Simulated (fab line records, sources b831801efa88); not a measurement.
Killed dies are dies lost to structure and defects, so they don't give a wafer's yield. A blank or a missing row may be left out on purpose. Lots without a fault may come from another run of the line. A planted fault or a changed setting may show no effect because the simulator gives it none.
fab line records | flow sky130
record lots=6 wafers=18 last_day=51
route steps=708 shown NWELL@77 PWDE@84 VT_ADJUST_HVTP@85
lots that met no fault: from a run of the same line without faults
start_h: hours from the record's first day to the start of the lot's first wafer shown | wait_h: hours since the lot's step before | " the same as in the row above | L1.1+2: a row that stands for several wafers | - no value, or no start given | * or withheld: withheld | < > ~ a bound
route shown NAME@n: a module of which the file shows steps, and the number in the route of the first | usual: mean/standard deviation of fault-free wafers | same: alike in all rows | chamber/n: place in a boat | sites: the reading at each site | _std_site: their standard deviation | _edge_site: outer sites' mean less inner sites' | radius_mm: how far each site lies from the wafer's centre | mask NAME#n: copy n | behind: the tool/chamber that last shaped the wafer | hold: why the lot was held/for how many hours/how that ended | device: the transistor (n, p or np) that didn't switch | end of line: the same wafers' tests at the end of the route | a step without rows: its recipe alone | killed: dies lost to structure and defects at the first sort, not the wafer's yield | map: a wafer's dies, x killed, . not, _ none there
set.NAME: the setting as run; set.NAME@STEP: as run at that earlier step | model.NAME: the simulator's own value behind a step, which no gauge read
lots at some steps of the route; a table a step, a row a wafer
services: from which hour (start_h, from the record's first day; less than 0 if before it) a tool's chamber was out of use, for how many hours, and why
## steps
# step SKY_NWELL_IMPLANT_24
# recipe species=B energy_kev=140 dose_cm2=9.2e+12 tilt_deg=withheld
# step SKY_NWELL_STRIP_25
# recipe chemistry=O2/N2 power_w=1400 pressure_mtorr=1500 platen_temp_c=withheld o2_flow_sccm=3000 n2_flow_sccm=300 overash_fraction=0.5
# usual drypump_motor_current_A=5.6/0.33 oes_product_au=0.722/0.0046 strip_time_to_endpoint_s=36.92/0.1
# columns lot.wafer tool chamber start_h wait_h drypump_motor_current_A oes_product_au rf_hours_counter_h strip_time_to_endpoint_s
L671.3 plasma_asher-02 1 111.36 0.1 5.3 0.726 - 37.09
L671.5 " 1 " " 5.3 0.725 - 37.17
L671.6 " 0 " " 5.6 0.717 - 37.13
L679.2 plasma_asher-04 0 160.07 0.1 5.7 0.722 46 36.90
L679.3 " 1 " " 5.6 0.715 - 36.94
L679.5 " 1 " " 5.6 0.728 - 36.87
L683.1 plasma_asher-02 0 186.02 0.1 5.6 0.718 48 36.91
L683.3 " 1 " " 5.3 0.711 - 36.93
L683.4 " 0 " " 5.6 0.724 - 36.87
L684.1 plasma_asher-04 1 194.87 0.1 5.6 0.722 50 36.78
L684.2 " 0 " " 5.8 0.713 50 36.84
L684.5 " 1 " " 5.6 0.722 - 36.86
L685.2 plasma_asher-01 1 198.02 0.1 5.9 0.720 8 36.80
L685.3 " 1 " " 5.9 0.723 - 36.89
L685.6 " 0 " " 4.7 0.723 - 36.81
L687.1 plasma_asher-04 1 207.92 0.1 5.6 0.718 51 36.83
L687.2 " 0 " " 5.8 0.720 51 36.76
L687.3 " 1 " " 5.6 0.734 - 36.75
# step SKY_NWELL_TW_MEAS_26
# usual NWELL_2_TW=496/5.6
# columns lot.wafer tool chamber start_h wait_h NWELL_2_TW
L671.3 film_metro-04 - 111.44 0.1 499
L671.5 " - " " 501
L671.6 " - " " 502
L679.2 film_metro-01 - 160.18 0.1 499
L679.3 " - " " 499
L679.5 " - " " 500
L683.1 film_metro-03 - 186.12 0.1 488
L683.3 " - " " 489
L683.4 " - " " 486
L684.1 film_metro-01 - 194.97 0.1 503
L684.2 " - " " 500
L684.5 " - " " 503
L685.2 film_metro-03 - 198.13 0.1 490
L685.3 " - " " 488
L685.6 " - " " 488
L687.1 film_metro-03 - 208.02 0.1 489
L687.2 " - " " 489
L687.3 " - " " 489
# step SKY_NWELL_CLEAN_27
# recipe chemistry=SC1/SC2 mix=1:4:20 temp_c=70 time_s=150 dry=n2_spin
# step SKY_NWELL_RTA_28
# recipe temp_c=1050 time_s=30 idle_temp_c=650 ramp_up_c_per_s=150 ramp_down_c_per_s=90 ambient=N2
# usual lamp_power_pct=25.31/0.054 wafer_temp_C_max=1054.8/0.94
# columns lot.wafer tool chamber start_h wait_h lamp_power_pct wafer_temp_C_max
L671.3 rtp_anneal-02 0 111.57 0.0 25.29 1053.3
L671.5 " 0 " " 25.25 1053.8
L671.6 " 0 " " 25.22 1055.4
L679.2 rtp_anneal-02 0 160.30 0.0 25.34 1054.2
L679.3 " 0 " " 25.28 1054.5
L679.5 " 0 " " 25.26 1054.0
L683.1 rtp_anneal-02 0 186.23 0.0 25.37 1057.0
L683.3 " 0 " " 25.31 1056.0
L683.4 " 0 " " 25.22 1055.8
L684.1 rtp_anneal-01 0 195.09 0.0 25.37 1054.0
L684.2 " 0 " " 25.31 1054.6
L684.5 " 0 " " 25.31 1055.9
L685.2 rtp_anneal-02 0 198.25 0.0 25.21 1054.3
L685.3 " 0 " " 25.29 1056.6
L685.6 " 0 " " 25.28 1054.2
L687.1 rtp_anneal-02 0 208.13 0.0 25.35 1056.1
L687.2 " 0 " " 25.37 1054.3
L687.3 " 0 " " 25.30 1055.2
# step SKY_NWELL_RS_MEAS_29
# recipe thk_meas_gauge=four-point-probe
# usual NWELL_RS=624.8/1.5
# columns lot.wafer tool chamber start_h wait_h NWELL_RS[ohm/sq]
L671.3 film_metro-03 - 111.67 0.1 623.3
L671.5 " - " " 625.0
L671.6 " - " " 624.7
L679.2 film_metro-04 - 160.40 0.1 622.6
L679.3 " - " " 624.1
L679.5 " - " " 622.8
L683.1 film_metro-04 - 186.33 0.1 625.5
L683.3 " - " " 624.4
L683.4 " - " " 626.8
L684.1 film_metro-01 - 195.19 0.1 622.6
L684.2 " - " " 621.8
L684.5 " - " " 621.4
L685.2 film_metro-01 - 198.36 0.1 625.8
L685.3 " - " " 623.0
L685.6 " - " " 624.0
L687.1 film_metro-01 - 208.23 0.1 625.7
L687.2 " - " " 627.2
L687.3 " - " " 625.2
# step SKY_NWELL_RS_MEAS_31
# recipe thk_meas_gauge=four-point-probe
# usual PWDE_RS=5273/18
# columns lot.wafer tool chamber start_h wait_h PWDE_RS[ohm/sq]
L671.3 film_metro-03 - 111.91 0.1 5294
L671.5 " - " " 5275
L671.6 " - " " 5287
L679.2 film_metro-04 - 160.64 0.1 5284
L679.3 " - " " 5253
L679.5 " - " " 5281
L683.1 film_metro-04 - 186.57 0.1 5247
L683.3 " - " " 5238
L683.4 " - " " 5271
L684.1 film_metro-01 - 195.43 0.1 5281
L684.2 " - " " 5281
L684.5 " - " " 5284
L685.2 film_metro-01 - 198.60 0.1 5299
L685.3 " - " " 5305
L685.6 " - " " 5287
L687.1 film_metro-01 - 208.47 0.1 5282
L687.2 " - " " 5287
L687.3 " - " " 5278
# step SKY_VT_ADJUST_HVTP_DEHYDRATE_00
# recipe temp_c=200 time_s=60
# step SKY_VT_ADJUST_HVTP_HMDS_01
# recipe prime_time_s=60 prime_temp_c=120
# step SKY_VT_ADJUST_HVTP_COAT_02
# recipe resist=NOVOLAK spin_rpm=3000 resist_thk_nm=1140
# step SKY_VT_ADJUST_HVTP_SOFTBAKE_03
# recipe temp_c=90 time_s=60 resist=NOVOLAK
# step SKY_VT_ADJUST_HVTP_EXPOSE_04
# recipe mask_id=HVTPM na=0.6 source_shape=conventional sigma_outer=0.6 polarization=unpolarized target_cd_nm=380 dose_mj=140
# usual exposure_dose_mJ_cm2=139.95/0.14 focus_offset_nm=-0.1/0.5
# columns lot.wafer tool chamber start_h wait_h mask exposure_dose_mJ_cm2 focus_offset_nm
L671.3 iline_stepper-01 0 120.27 - HVTPM#0 140.12 0.2
L671.5 " 0 " " HVTPM#0 140.08 0.3
L671.6 " 0 " " HVTPM#0 139.98 -0.3
L679.2 iline_stepper-02 0 171.49 - HVTPM#0 139.91 -0.7
L679.3 " 0 " " HVTPM#0 139.88 -0.7
L679.5 " 0 " " HVTPM#0 140.08 -1.0
L683.1 iline_stepper-02 - 196.96 - HVTPM#0 - -
L683.3 " - " " HVTPM#0 - -
L683.4 " - " " HVTPM#0 - -
L684.1 iline_stepper-02 - 206.08 - HVTPM#0 - -
L684.2 " - " " HVTPM#0 - -
L684.5 " - " " HVTPM#0 - -
L685.2 iline_stepper-02 0 209.55 - HVTPM#0 139.79 0.6
L685.3 " 0 " " HVTPM#0 139.88 0.0
L685.6 " 0 " " HVTPM#0 140.00 -0.5
L687.1 iline_stepper-01 0 219.24 - HVTPM#0 139.96 0.2
L687.2 " 0 " " HVTPM#0 140.00 -0.5
L687.3 " 0 " " HVTPM#0 140.00 -0.7
# step SKY_VT_ADJUST_HVTP_PEB_05
# recipe temp_c=withheld time_s=* resist=NOVOLAK
## services
# columns tool chamber start_h hours kind
iline_stepper-02 0 89.96 - calibration
iline_stepper-02 - 101.61 3.9 repair
plasma_asher-01 - 108.75 9.0 pm
plasma_asher-01 0 108.75 9.0 vent_cycle
plasma_asher-01 1 108.75 9.0 vent_cycle
iline_stepper-02 - 113.85 1.7 pm
plasma_asher-01 0 117.75 - clean
plasma_asher-01 1 117.75 - clean
rtp_anneal-02 - 138.84 0.9 pm
iline_stepper-01 - 187.85 4.0 repair
plasma_asher-02 - 188.66 0.8 repair
iline_stepper-01 0 197.99 - calibration
rtp_anneal-01 - 199.11 3.6 pm
## key
first_sign step=SKY_VT_ADJUST_HVTP_EXPOSE_04 reading=tool_record direction=missing
effect none on later readings
met_at SKY_VT_ADJUST_HVTP_EXPOSE_04
struck_wafers L683.1,L683.3,L683.4,L684.1,L684.2,L684.5
sort_left_out L683.1,L683.3,L683.4,L684.1,L684.2,L684.5
tester_left_out L683,L684
onset_between 171.49 196.96
fault kind=skipped_step_whole tool=iline_stepper-02 chamber=- onset_h=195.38 steps=SKY_VT_ADJUST_HVTP_EXPOSE_04 scope=struck_lots_only
# tester_left_out: of these lots the tester's yield and bins aren't shown, on N5 and GAA mostly nor the transistor test; their killed dies are dies lost to structure and defects alone, not to doping, threshold or leakage, so they don't give the yield
# sort_left_out: the simulated sort isn't trusted on such a fault, so these wafers' sort isn't shown, and their yield isn't known
